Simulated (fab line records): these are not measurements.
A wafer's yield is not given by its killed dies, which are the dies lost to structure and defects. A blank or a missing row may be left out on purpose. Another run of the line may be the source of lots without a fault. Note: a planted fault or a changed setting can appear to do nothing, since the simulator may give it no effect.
The tool behind it: which one? | flow sky130 | 6 lots with 18 wafers sampled at 2 steps, on a route of 708 steps

## WHAT THE GAUGES READ, wafer by wafer
SKY_METAL2_OVL_MEAS_16.
lot  | measured     | on         | METAL2_OVL (nm)
L595 | day 35 14:25 | overlay-02 | 3 -4 -2
L597 | day 36 13:09 | overlay-02 | 2 11 11
L607 | day 39 09:16 | overlay-01 | 7 6 1
L610 | day 40 15:22 | overlay-01 | 3 -4 3
L613 | day 41 11:23 | overlay-02 | -2 0 -2
L617 | day 42 06:19 | overlay-01 | -1 -6 -3

## WHICH TOOL RAN EACH LOT (tool, then ch and the chambers of the sampled wafers, then the start)
lot  | SKY_VIA1_CMP_24
L595 | cmp-02 ch 0,1,3, day 34 10:47
L597 | cmp-01 ch 0,2,3, day 35 09:40
L607 | cmp-01 ch 1,2,3, day 38 08:13
L610 | cmp-01 ch 0,3, day 39 14:04
L613 | cmp-02 ch 0,2,3, day 40 10:04
L617 | cmp-01 ch 1,3, day 41 06:01
- SKY_VIA1_CMP_24: polishes, stops on SiO2, t overpolish 15 s, target thk 0 nm.

## THE ANSWER, worked out from the rows above alone
Rule: usual is defined by the lots themselves. The widest of any qualifying gaps counts: lots, ordered by their means at a reading, are off when they make up no more than a third of the lots, leave a main group of 4 or more, and stand apart from it by 3 or more times the standard deviation of that group's means. The tables above print the reading to a certain number of digits; a main group whose means all agree to those digits is not used. A lot without any number at a reading at which 4 lots or more have one is off too. Any other lot the step has rows for is counted as sound.
No lot is off at any reading shown: from this, nothing can be told.

## WHAT THE SIMULATOR PUT IN
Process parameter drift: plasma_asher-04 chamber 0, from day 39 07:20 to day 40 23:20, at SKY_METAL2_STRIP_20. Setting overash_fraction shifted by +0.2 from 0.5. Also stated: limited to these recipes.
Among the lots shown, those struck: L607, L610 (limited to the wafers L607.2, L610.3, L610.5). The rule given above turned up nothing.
